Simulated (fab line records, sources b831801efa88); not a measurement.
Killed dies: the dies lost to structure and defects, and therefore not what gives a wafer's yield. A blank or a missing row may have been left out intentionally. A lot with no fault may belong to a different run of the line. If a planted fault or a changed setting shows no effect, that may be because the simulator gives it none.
Code-filled problem report in 8D (eight disciplines) form ; flow sky130 ; the parts of the form that need people (team, actions taken, sign-off) are left out

## 1. WHAT IS WRONG
Wafers free of any fault read 563 nm (standard deviation 4.9) for CONTACT_HDPCVD_THK at SKY_CONTACT_THK_MEAS_03, against a mean of 523 nm on 2 wafers of 2 lots. That puts it -8.2 standard deviations away from the usual mean.
Seen first at day 35 05:22 on film metro-01, wafer L341.4. The record has a number at this step for 33 wafers belonging to 11 lots. By rule, "out" or "out of limits" means more than 4 standard deviations away from the usual mean. The other wafers with a number count as sound.

## 2. WHAT IT IS; WHAT IT IS NOT
question;is;is not
which readings at this step;CONTACT_HDPCVD_THK;-
which lots;L341, L342;L330, L331, L332, L343, L344, L345, L349, L350, L351
which wafers of those lots;L341.4, L342.3;L341.5, L341.6, L342.5, L342.6
read on which gauges;film metro-01, film metro-03;film metro-02
when;from day 35 05:22;"up to then (11 sound wafers); but 20 sound wafers of L342, L343, L344, L345, L349, L350, L351 came after"

## 3. SUSPECTS, AND WHAT RULES EACH OUT
Counting: if a tool at a process step up to the reading ran every lot that is out, it stays a suspect. Sound lots after the first of them don't rule it out here, since some wafers of a struck lot are sound.
- the gauge at SKY_CONTACT_THK_MEAS_03: ruled out. The wafers that are out were read on 2 gauges (film metro-01, film metro-03).
- hdpcvd-02 at SKY_CONTACT_HDPCVD_02 (deposits SiO2, target thk 565 nm, time 94.2 s): kept. Ran every lot that is out, first one L341 (day 35 05:19); last sound lot up to then L332 (day 32 12:24). Its own run length s readings are out on those wafers.
- At SKY_CONTACT_HDPCVD_02, inside hdpcvd-02: chamber 2 took the wafers that are out, while their sound lot-mates went through chambers 0, 1.
Remaining after the count: hdpcvd-02 at SKY_CONTACT_HDPCVD_02.

## 4. THE CAUSE (what the simulator had put in)
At SKY_CONTACT_HDPCVD_02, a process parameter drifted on hdpcvd-02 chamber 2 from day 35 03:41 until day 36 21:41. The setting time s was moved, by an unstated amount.
This tool alone remained once counting was done.

## 5. THE CHAIN OF EFFECTS, in route order
Each row: a reading whose mean over the struck wafers that have a number lies more than 3 standard deviations from the usual. Scope: only readings with a usual standard deviation given in the record; hours: median across lots of the time from each lot's start at the first step in this table that gives one to its start at this step; sigmas: change in usual standard deviations.
hours;step;reading;usual;on struck wafers;change;sigmas
0;SKY_CONTACT_HDPCVD_02;run length s;121.8 s;116.3;-5.5;-9.2
0;SKY_CONTACT_THK_MEAS_03;CONTACT_HDPCVD_THK;563 nm;523;-40;-8.2
4;SKY_CONTACT_CMP_04;time to endpoint s;80 s;64;-16;-3.4
Here are the process steps it includes:
- SKY_CONTACT_HDPCVD_02: deposits SiO2, target thk 565 nm, time 94.2 s.
- SKY_CONTACT_CMP_04: polishes SiO2.
Later measuring or inspecting steps at which every struck wafer that the step has a row for has a number for every such reading, and none has moved that far: SKY_METAL1_THK_MEAS_06.

## 6. HOW IT WOULD HAVE BEEN CAUGHT EARLIER
Counted from the fault's start at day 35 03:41, it took 2 hours until the first out-of-limits reading at a measuring or inspecting step in this record, taken at day 35 05:22.
Tool's own readings at SKY_CONTACT_HDPCVD_02, run length s: out on all struck wafers the step has rows for; an alarm limit on them would have tripped on the first.
Of the lots that are out (2), L342 began SKY_CONTACT_HDPCVD_02 on hdpcvd-02 after day 35 05:22. Putting the tool on hold at that point would have spared it.
